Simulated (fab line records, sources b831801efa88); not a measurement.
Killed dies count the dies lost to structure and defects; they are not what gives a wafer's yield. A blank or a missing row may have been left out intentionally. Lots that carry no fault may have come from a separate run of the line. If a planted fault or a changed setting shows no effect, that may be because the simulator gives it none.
fab line records -- flow gf180mcu
record lots=12, wafers=36, lastDay=34
route steps=602 shown M4@456 V4@480 MIM@514
lots that met no fault: taken from a fault-free run of the same line
startH: hours from the record's opening day to when the first of the lot's shown wafers began -- waitH: time in hours since the lot's previous step -- " the same as in the row above -- L1.1+2: several wafers, shown together as one row -- - no value, or no start given -- * or withheld: withheld -- < > ~ a bound
route shown NAME@n: names a module that has steps shown in the file, with the first one's number in the route -- usual: mean and standard deviation over wafers with no fault -- same: alike in all rows -- chamber/n: place in a boat -- sites: the reading at each site -- _std_site: their standard deviation -- _edge_site: outer sites' mean less inner sites' -- radiusMm: how far each site lies from the wafer's centre -- mask NAME#n: copy n -- behind: the last tool/chamber to shape the wafer -- hold: reason for holding the lot/hours on hold/outcome of the hold -- device: whichever transistor did not switch (one of n, p or np) -- end of line: the same wafers' tests at the end of the route -- a step given without rows: its recipe and nothing more -- killed: at the first sort, the dies lost to defects and structure; wafer yield is something else -- map: a wafer's dies, x killed, . not, _ none there
set.NAME: the setting as run; set.NAME@STEP: as run at that earlier step -- model.NAME: the simulator's own value behind a step, which no gauge read
a sample of lots followed through the steps of the route, with each step as a table and each wafer as a row
services: when a tool's chamber went out of use (startH, in hours from the record's first day, below 0 if earlier), for how many hours, and the reason
## steps
# step GF_M4_SPUTTER_00
# recipe material=Ti, targetThkNm=37.5, arrivingIonEnergyEv=80, substrateTempC=200, chamberPressurePa=2, powerW=4000, timeS=150
# usual throttleValvePct=29.7/1.5
lot.wafer,tool,chamber,startH,waitH,throttleValvePct
L798.1,pvdSputter-04,-,519.54,0.2,27.3
L798.2,pvdSputter-04,-,519.54,0.2,30.8
L798.4,pvdSputter-04,-,519.54,0.2,29.2
L799.1,pvdSputter-01,-,530.65,0.2,29.5
L799.4,pvdSputter-01,-,530.65,0.2,30.7
L799.5,pvdSputter-01,-,530.65,0.2,30.9
L802.4,pvdSputter-04,-,547.15,0.1,28.9
L802.5,pvdSputter-04,-,547.15,0.1,30.5
L802.6,pvdSputter-04,-,547.15,0.1,27.5
L801.1,pvdSputter-01,-,552.48,0.1,29.6
L801.3,pvdSputter-01,-,552.48,0.1,28.2
L801.6,pvdSputter-01,-,552.48,0.1,30.7
L804.1,pvdSputter-04,-,567.57,0.1,30.8
L804.2,pvdSputter-04,-,567.57,0.1,27.4
L804.6,pvdSputter-04,-,567.57,0.1,29.4
L806.2,pvdSputter-01,-,587.87,0.2,29.8
L806.5,pvdSputter-01,-,587.87,0.2,30.7
L806.6,pvdSputter-01,-,587.87,0.2,27.8
L808.1,pvdSputter-02,-,604.68,0.2,31.4
L808.5,pvdSputter-02,-,604.68,0.2,32.1
L808.6,pvdSputter-02,-,604.68,0.2,28.3
L810.2,pvdSputter-04,-,630.07,0.2,27.3
L810.4,pvdSputter-04,-,630.07,0.2,29.1
L810.5,pvdSputter-04,-,630.07,0.2,30.8
L813.1,pvdSputter-02,-,647.87,0.1,28.5
L813.3,pvdSputter-02,-,647.87,0.1,32.2
L813.4,pvdSputter-02,-,647.87,0.1,27.8
L817.1,pvdSputter-01,-,665.58,0.1,30.6
L817.3,pvdSputter-01,-,665.58,0.1,28.1
L817.4,pvdSputter-01,-,665.58,0.1,29.6
L818.1,pvdSputter-04,-,669.79,0.1,29.2
L818.3,pvdSputter-04,-,669.79,0.1,30.7
L818.4,pvdSputter-04,-,669.79,0.1,29.1
L820.1,pvdSputter-01,-,681.72,0.1,30.9
L820.4,pvdSputter-01,-,681.72,0.1,28.2
L820.6,pvdSputter-01,-,681.72,0.1,29.6
# step GF_M4_CD_MEAS_14
# recipe targetCdNm=280
# usual cdNm=280.0/1.1
lot.wafer,tool,chamber,startH,waitH,cdNm
L798.1,cdSem-02,-,542.72,0.1,278.2
L798.2,cdSem-02,-,542.72,0.1,277.8
L798.4,cdSem-02,-,542.72,0.1,278.4
L799.1,cdSem-01,-,553.61,0.1,278.0
L799.4,cdSem-01,-,553.61,0.1,279.0
L799.5,cdSem-01,-,553.61,0.1,279.2
L802.4,cdSem-02,-,569.24,0.1,280.6
L802.5,cdSem-02,-,569.24,0.1,279.4
L802.6,cdSem-02,-,569.24,0.1,279.7
L801.1,cdSem-02,-,574.62,0.1,281.6
L801.3,cdSem-02,-,574.62,0.1,280.5
L801.6,cdSem-02,-,574.62,0.1,280.8
L804.1,cdSem-02,-,588.83,0.1,280.9
L804.2,cdSem-02,-,588.83,0.1,281.0
L804.6,cdSem-02,-,588.83,0.1,280.3
L806.2,cdSem-02,-,608.50,0.1,281.3
L806.5,cdSem-02,-,608.50,0.1,280.2
L806.6,cdSem-02,-,608.50,0.1,280.6
L808.1,cdSem-02,-,625.42,0.1,280.6
L808.5,cdSem-02,-,625.42,0.1,280.1
L808.6,cdSem-02,-,625.42,0.1,280.8
L810.2,cdSem-01,-,649.79,0.1,280.7
L810.4,cdSem-01,-,649.79,0.1,279.8
L810.5,cdSem-01,-,649.79,0.1,280.5
L813.1,cdSem-01,-,667.32,0.1,278.9
L813.3,cdSem-01,-,667.32,0.1,277.4
L813.4,cdSem-01,-,667.32,0.1,278.6
L817.1,cdSem-01,-,684.63,0.1,280.5
L817.3,cdSem-01,-,684.63,0.1,281.6
L817.4,cdSem-01,-,684.63,0.1,279.8
L818.1,cdSem-01,-,689.64,0.2,279.2
L818.3,cdSem-01,-,689.64,0.2,279.8
L818.4,cdSem-01,-,689.64,0.2,279.4
L820.1,cdSem-02,-,700.70,0.1,278.8
L820.4,cdSem-02,-,700.70,0.1,279.6
L820.6,cdSem-02,-,700.70,0.1,280.2
# step GF_V4_CMP_04
# recipe material=SiO2, downForcePsi=4, platenRpm=60, padVelocityMS=0.94248
# usual motorCurrentA=12.3/1.5, timeToEndpointS=80/4.9
lot.wafer,tool,chamber,startH,waitH,motorCurrentA,timeToEndpointS
L798.1,cmp-01,3,543.94,0.2,9.5,78
L798.4,cmp-01,0,543.94,0.2,13.8,87
L798.2,cmp-01,2,543.94,0.2,13.6,69
L799.1,cmp-01,1,554.83,0.1,13.2,74
L799.4,cmp-01,2,554.83,0.1,14.4,83
L799.5,cmp-01,0,554.83,0.1,14.0,85
L802.4,cmp-01,2,570.36,0.1,13.9,93
L802.6,cmp-01,0,570.36,0.1,13.9,88
L802.5,cmp-01,1,570.36,0.1,13.1,84
L801.3,cmp-02,0,575.96,0.3,13.7,82
L801.1,cmp-02,3,575.96,0.3,14.1,79
L801.6,cmp-02,1,575.96,0.3,11.3,78
L804.1,cmp-02,1,589.91,0.1,11.0,80
L804.2,cmp-02,0,589.91,0.1,13.7,81
L804.6,cmp-02,2,589.91,0.1,10.6,81
L806.2,cmp-01,1,609.72,0.2,12.2,70
L806.5,cmp-01,2,609.72,0.2,14.1,80
L806.6,cmp-01,3,609.72,0.2,9.4,77
L808.1,cmp-01,2,626.88,0.4,13.1,74
L808.5,cmp-01,0,626.88,0.4,13.7,83
L808.6,cmp-01,1,626.88,0.4,13.1,75
L810.2,cmp-02,3,650.98,0.0,13.3,82
L810.4,cmp-02,0,650.98,0.0,13.1,79
L810.5,cmp-02,0,650.98,0.0,13.9,86
L813.1,cmp-02,1,668.59,0.1,11.4,69
L813.4,cmp-02,3,668.59,0.1,13.4,81
L813.3,cmp-02,0,668.59,0.1,14.0,76
L817.3,cmp-01,1,685.71,0.0,12.6,74
L817.1,cmp-01,2,685.71,0.0,12.9,81
L817.4,cmp-01,3,685.71,0.0,9.7,85
L818.4,cmp-02,0,690.73,0.0,13.6,83
L818.3,cmp-02,1,690.73,0.0,11.4,73
L818.1,cmp-02,3,690.73,0.0,13.3,77
L820.1,cmp-02,1,701.84,0.1,11.7,78
L820.4,cmp-02,2,701.84,0.1,11.5,93
L820.6,cmp-02,1,701.84,0.1,11.6,77
# step GF_V4_ETCH_17
# recipe chemistry=C4F8/O2/Ar, maskMaterial=KrF, target=SiO2, stopOn=TiN, sourceW=1500, biasW=1200, pressureMtorr=40, c4f8FlowSccm=withheld, O2_flow_sccm=6, Ar_flow_sccm=300, timeS=withheld, targetDepthA=6300
# usual oesProductAu=0.856/0.0055
lot.wafer,tool,chamber,startH,waitH,oesProductAu
L798.1,rieDiel-01,1,-,-,0.855
L798.2,rieDiel-01,2,-,-,0.856
L798.4,rieDiel-01,3,-,-,0.868
L799.1,rieDiel-02,0,-,-,0.852
L799.4,rieDiel-02,3,-,-,0.863
L799.5,rieDiel-02,0,-,-,0.854
L802.4,rieDiel-04,2,-,-,0.849
L802.5,rieDiel-04,2,-,-,0.865
L802.6,rieDiel-04,0,-,-,0.860
L801.1,rieDiel-04,0,-,-,0.850
L801.3,rieDiel-04,0,-,-,0.860
L801.6,rieDiel-04,0,-,-,0.853
L804.1,rieDiel-01,1,-,-,0.849
L804.2,rieDiel-01,0,-,-,0.857
L804.6,rieDiel-01,1,-,-,0.859
L806.2,rieDiel-04,0,-,-,0.848
L806.5,rieDiel-04,0,-,-,0.843
L806.6,rieDiel-04,3,-,-,0.856
L808.1,rieDiel-02,2,-,-,0.858
L808.5,rieDiel-02,3,-,-,0.845
L808.6,rieDiel-02,0,-,-,0.854
L810.2,rieDiel-02,0,-,-,0.864
L810.4,rieDiel-02,3,-,-,0.858
L810.5,rieDiel-02,2,-,-,0.859
L813.1,rieDiel-02,3,-,-,0.856
L813.3,rieDiel-02,2,-,-,0.848
L813.4,rieDiel-02,1,-,-,0.849
L817.1,rieDiel-01,2,-,-,0.854
L817.3,rieDiel-01,0,-,-,0.861
L817.4,rieDiel-01,2,-,-,0.858
L818.1,rieDiel-02,1,-,-,0.857
L818.3,rieDiel-02,3,-,-,0.858
L818.4,rieDiel-02,2,-,-,0.852
L820.1,rieDiel-01,1,-,-,0.854
L820.4,rieDiel-01,2,-,-,0.815
L820.6,rieDiel-01,0,-,-,0.862
# step GF_MIM_THK_MEAS_11
# recipe thkMeasGauge=xrf, reads=AlCu_of_MIM_SPUTTER_08
# usual MIM_ALCU_THK=199.7/2.7
lot.wafer,tool,chamber,startH,waitH,MIM_ALCU_THK[nm]
L798.1,filmMetro-01,-,568.88,0.1,197.0
L798.2,filmMetro-01,-,568.88,0.1,200.3
L798.4,filmMetro-01,-,568.88,0.1,199.4
L799.1,filmMetro-03,-,580.00,0.1,200.1
L799.4,filmMetro-03,-,580.00,0.1,201.3
L799.5,filmMetro-03,-,580.00,0.1,199.7
L802.4,filmMetro-02,-,594.13,0.1,198.6
L802.5,filmMetro-02,-,594.13,0.1,199.5
L802.6,filmMetro-02,-,594.13,0.1,200.1
L801.1,filmMetro-01,-,599.67,0.1,196.0
L801.3,filmMetro-01,-,599.67,0.1,203.7
L801.6,filmMetro-01,-,599.67,0.1,201.6
L804.1,filmMetro-02,-,612.69,0.1,198.7
L804.2,filmMetro-02,-,612.69,0.1,197.8
L804.6,filmMetro-02,-,612.69,0.1,196.9
L806.2,filmMetro-01,-,631.71,0.1,194.9
L806.5,filmMetro-01,-,631.71,0.1,200.2
L806.6,filmMetro-01,-,631.71,0.1,199.6
L808.1,filmMetro-01,-,649.35,0.1,204.6
L808.5,filmMetro-01,-,649.35,0.1,202.3
L808.6,filmMetro-01,-,649.35,0.1,203.2
L810.2,filmMetro-02,-,672.44,0.1,200.3
L810.4,filmMetro-02,-,672.44,0.1,194.8
L810.5,filmMetro-02,-,672.44,0.1,198.2
L813.1,filmMetro-01,-,690.18,0.1,199.2
L813.3,filmMetro-01,-,690.18,0.1,201.2
L813.4,filmMetro-01,-,690.18,0.1,196.6
L817.1,filmMetro-01,-,707.01,0.1,198.6
L817.3,filmMetro-01,-,707.01,0.1,195.6
L817.4,filmMetro-01,-,707.01,0.1,201.8
L818.1,filmMetro-03,-,711.74,0.1,204.0
L818.3,filmMetro-03,-,711.74,0.1,204.0
L818.4,filmMetro-03,-,711.74,0.1,199.7
L820.1,filmMetro-02,-,722.00,0.1,201.7
L820.4,filmMetro-02,-,722.00,0.1,202.1
L820.6,filmMetro-02,-,722.00,0.1,201.8
## services
tool,chamber,startH,hours,kind
rieDiel-01,1,516.19,6.9,repair
cmp-02,-,517.45,0.4,repair
rieDiel-01,-,522.36,2.8,pm
pvdSputter-04,-,533.78,4.7,repair
cmp-02,-,542.16,18.5,repair
pvdSputter-01,-,543.61,4.7,repair
cmp-02,-,547.39,1.8,repair
pvdSputter-01,-,548.80,3.5,repair
cmp-02,-,564.85,2.3,repair
cmp-01,-,572.25,4.0,pm
rieDiel-01,-,581.70,0.4,repair
rieDiel-04,-,587.10,0.5,repair
pvdSputter-01,-,605.54,11.8,repair
cmp-01,-,621.50,3.0,repair
cmp-02,-,625.42,2.4,repair
cmp-01,-,628.74,1.9,repair
cmp-02,-,631.51,4.5,pm
rieDiel-01,1,633.53,10.9,repair
cmp-02,-,636.65,1.3,repair
cmp-01,-,638.75,0.9,repair
cmp-02,-,659.75,0.6,repair
rieDiel-01,2,683.61,4.9,repair
cmp-02,-,700.60,0.8,repair
cmp-02,-,711.76,0.4,repair
## key
firstSign step=GF_V4_ETCH_17, reading=oesProductAu, direction=down, sigmas=7.6, usual=0.856, struck=0.815
effect none on later readings
metAt GF_V4_CMP_04
struckLots L820
struckWafers L820.4
notActingAt GF_M4_SPUTTER_00,GF_M4_CD_MEAS_14,GF_MIM_THK_MEAS_11
onsetBetween 589.91 701.84
fault kind=processParameterDrift, tool=cmp-02, chamber=2, onsetH=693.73, steps=GF_V4_CMP_04, channel=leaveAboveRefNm, offset=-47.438, shape=step, endH=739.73, actsIn=theseRecipesOnly, stated=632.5
